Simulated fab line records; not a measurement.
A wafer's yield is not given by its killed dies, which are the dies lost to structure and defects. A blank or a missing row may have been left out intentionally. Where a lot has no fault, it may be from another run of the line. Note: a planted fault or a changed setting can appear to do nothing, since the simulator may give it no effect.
The tool behind it: which one? || flow sky130 || 45 wafers from 15 lots sampled at 2 of the route's 708 steps

WHAT EACH GAUGE READ, for each wafer
No reading from a measuring or inspecting step in the record can be judged against a usual standard deviation.

EACH LOT AND THE TOOL THAT RAN IT (in order: tool; ch and the chambers of the sampled wafers; start)
{"lot": "L759", "SKY_VIA4_CLEAN_16": "wet bench-02 ch 2, day 42 20:25", "SKY_PAD_OPEN_PROBE_99": "-"}
{"lot": "L760", "SKY_VIA4_CLEAN_16": "wet bench-02 ch 0, day 43 02:58", "SKY_PAD_OPEN_PROBE_99": "-"}
{"lot": "L761", "SKY_VIA4_CLEAN_16": "wet bench-02 ch 2, day 43 06:58", "SKY_PAD_OPEN_PROBE_99": "-"}
{"lot": "L762", "SKY_VIA4_CLEAN_16": "wet bench-01 ch 1, day 43 13:31", "SKY_PAD_OPEN_PROBE_99": "-"}
{"lot": "L763", "SKY_VIA4_CLEAN_16": "wet bench-01 ch 2, day 44 14:32", "SKY_PAD_OPEN_PROBE_99": "-"}
{"lot": "L764", "SKY_VIA4_CLEAN_16": "wet bench-01 ch 2, day 44 19:54", "SKY_PAD_OPEN_PROBE_99": "prober-01, day 47 14:11"}
{"lot": "L765", "SKY_VIA4_CLEAN_16": "wet bench-01 ch 0, day 45 07:29", "SKY_PAD_OPEN_PROBE_99": "prober-02, day 48 00:28"}
{"lot": "L766", "SKY_VIA4_CLEAN_16": "wet bench-01 ch 0, day 45 10:29", "SKY_PAD_OPEN_PROBE_99": "prober-01, day 48 02:50"}
{"lot": "L774", "SKY_VIA4_CLEAN_16": "wet bench-02 ch 2, day 46 19:50", "SKY_PAD_OPEN_PROBE_99": "-"}
{"lot": "L775", "SKY_VIA4_CLEAN_16": "wet bench-02 ch 2, day 46 20:56", "SKY_PAD_OPEN_PROBE_99": "-"}
{"lot": "L776", "SKY_VIA4_CLEAN_16": "wet bench-02 ch 2, day 47 01:22", "SKY_PAD_OPEN_PROBE_99": "-"}
{"lot": "L778", "SKY_VIA4_CLEAN_16": "wet bench-02 ch 0, day 47 21:32", "SKY_PAD_OPEN_PROBE_99": "-"}
{"lot": "L781", "SKY_VIA4_CLEAN_16": "wet bench-01 ch 1, day 48 10:52", "SKY_PAD_OPEN_PROBE_99": "-"}
{"lot": "L780", "SKY_VIA4_CLEAN_16": "wet bench-04 ch 3, day 48 12:25", "SKY_PAD_OPEN_PROBE_99": "-"}
{"lot": "L782", "SKY_VIA4_CLEAN_16": "wet bench-04 ch 0, day 48 16:33", "SKY_PAD_OPEN_PROBE_99": "-"}
- SKY_VIA4_CLEAN_16: cleans in O3/DIW.
- SKY_PAD_OPEN_PROBE_99

WHAT THE TOOLS THEMSELVES READ (means of the sampled wafers that have a number; where no wafer has one, the mark that the record gives instead)
SKY_PAD_OPEN_PROBE_99. Usual: defect limited yield 82.7 %, standard deviation 1.9; killed_at_M0_to_M3 43, standard deviation 6.8; killed_at_M4_up 3.0, standard deviation 1.8; killed at contacts 23, standard deviation 5.4; killed at front end 15, standard deviation 4.4; killed at other 0.3, standard deviation 0.51; killed dies 85, standard deviation 9.2; killed open 47, standard deviation 6.8; killed short 39, standard deviation 6.8; sort_bin_3_pad_short 0.8 %, standard deviation 0.43; sort_bin_5_function 10.3 %, standard deviation 1.5; sort_bin_6_memory 6.2 %, standard deviation 0.96; sort n pass 407, standard deviation 9.2; sort yield pct 82.7 %, standard deviation 1.9.
{"lot": "L764", "tool": "prober-01", "defect limited yield (%)": 74.1, "killed_at_M0_to_M3": 42, "killed_at_M4_up": 47.3, "killed at contacts": 19, "killed at front end": 18, "killed at other": 0.7, "killed dies": 127, "killed open": 47, "killed short": 35, "sort_bin_3_pad_short (%)": 4.7, "sort_bin_5_function (%)": 14.4, "sort_bin_6_memory (%)": 6.8, "sort n pass": 365, "sort yield pct (%)": 74.1, "flag": "OFF"}
{"lot": "L765", "tool": "prober-02", "defect limited yield (%)": 71.1, "killed_at_M0_to_M3": 43, "killed_at_M4_up": 71.0, "killed at contacts": 19, "killed at front end": 9, "killed at other": 0.3, "killed dies": 142, "killed open": 44, "killed short": 30, "sort_bin_3_pad_short (%)": 4.2, "sort_bin_5_function (%)": 16.7, "sort_bin_6_memory (%)": 8.1, "sort n pass": 350, "sort yield pct (%)": 71.1, "flag": "OFF"}
{"lot": "L766", "tool": "prober-01", "defect limited yield (%)": 71.7, "killed_at_M0_to_M3": 38, "killed_at_M4_up": 66.0, "killed at contacts": 24, "killed at front end": 10, "killed at other": 0.3, "killed dies": 139, "killed open": 44, "killed short": 31, "sort_bin_3_pad_short (%)": 4.6, "sort_bin_5_function (%)": 16.8, "sort_bin_6_memory (%)": 6.9, "sort n pass": 353, "sort yield pct (%)": 71.7, "flag": "OFF"}

THE ANSWER, worked out from the rows above alone
Rule: a lot is off if the mean of its wafers that have a number lies more than 3 standard deviations from the usual mean. A lot without any number at a reading at which 4 lots or more have one is off too. Where the step has rows for the other lots, those lots are counted as sound. The gauges are gone through in route order, then the tools' own readings, and for those a lot's mean is taken as printed above. At the first step where some lot is off, the reading lying furthest off is the one used; lots without a number count as furthest.
Off at SKY_PAD_OPEN_PROBE_99 (killed_at_M4_up): L764, L765, L766. Neither off nor sound, because the step has no rows for them: L759, L760, L761, L762, L763, L774, L775, L776, L778, L781, L780, L782.
A tool fits if, at that step or a process step before it, it ran every lot that is off, and no sound lot after the first of them. One fits: SKY_VIA4_CLEAN_16 on wet bench-01. It ran no sound lot before its first lot that is off in this sample, so the start can't be narrowed down.

WHAT HAD BEEN PUT IN BY THE SIMULATOR
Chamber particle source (wet bench-01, SKY_VIA4_CLEAN_16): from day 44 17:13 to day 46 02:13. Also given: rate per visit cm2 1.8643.
Shown lots that were struck: L764, L765, L766. The same result came from the rule above.
